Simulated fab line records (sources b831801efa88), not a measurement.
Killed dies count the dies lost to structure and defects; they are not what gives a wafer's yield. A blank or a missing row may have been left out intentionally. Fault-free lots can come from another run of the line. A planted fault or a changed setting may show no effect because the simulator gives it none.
Chamber matching	flow sky130	cmp-02 running SKY_CONTACT_CMP_04: 4 sister chambers
The step polishes SiO2. 8 wafers are shown with their chamber, then 12 later ones without.

## WAFERS PAIRED WITH THEIR CHAMBERS
wafer	chamber	motorCurrentA (A)	timeToEndpointS (s)
L085.2	1	11.5	89
L087.2	0	11.9	79
L089.1	2	13.5	81
L089.2	3	12.2	87
L089.6	1	11.0	80
L090.1	0	11.8	80
L090.4	2	14.1	79
L090.6	3	11.8	83

## WAFERS WITH NO CHAMBER GIVEN
wafer	motorCurrentA (A)	timeToEndpointS (s)
L093.1	12.2	83
L093.3	12.1	81
L093.5	12.4	87
L094.1	12.8	83
L094.5	12.5	88
L094.6	13.6	83
L095.3	12.2	78
L095.4	12.0	85
L095.5	14.1	80
L097.1	12.3	80
L097.3	12.1	82
L097.5	11.9	84

## THE CHAMBER EACH PASSED THROUGH
wafer	from the rows above	in truth
L093.1	can't be placed: 3 or 0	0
L093.3	can't be placed: 0 or 3 or 1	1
L093.5	can't be placed: 3 or 0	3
L094.1	can't be placed: 3 or 0 or 2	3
L094.5	can't be placed: 3 or 0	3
L094.6	2	2
L095.3	can't be placed: 0 or 3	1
L095.4	can't be placed: 3 or 0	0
L095.5	2	2
L097.1	can't be placed: 0 or 3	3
L097.3	can't be placed: 3 or 0 or 1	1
L097.5	can't be placed: 3 or 0 or 1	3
Correct placement for 2 of the 12. Cannot be placed on the basis of these rows: 10; the candidates contain the true chamber in 9. Placed wrongly: 0.
How it was worked out, from the rows above alone: a wafer's distance from a chamber is the root of the sum, over the readings, of the square of ((its reading less the chamber's mean) divided by the reading's scatter). If the next closest chamber is less than 2 further off than the closest, the wafer can't be placed; otherwise it belongs to the closest. The mean given for a chamber averages the wafers shown for that chamber. How the scatter is found: for the shown wafers, subtract from each reading the mean of its chamber, square and add these, divide the total by (wafers less chambers), then take the root.
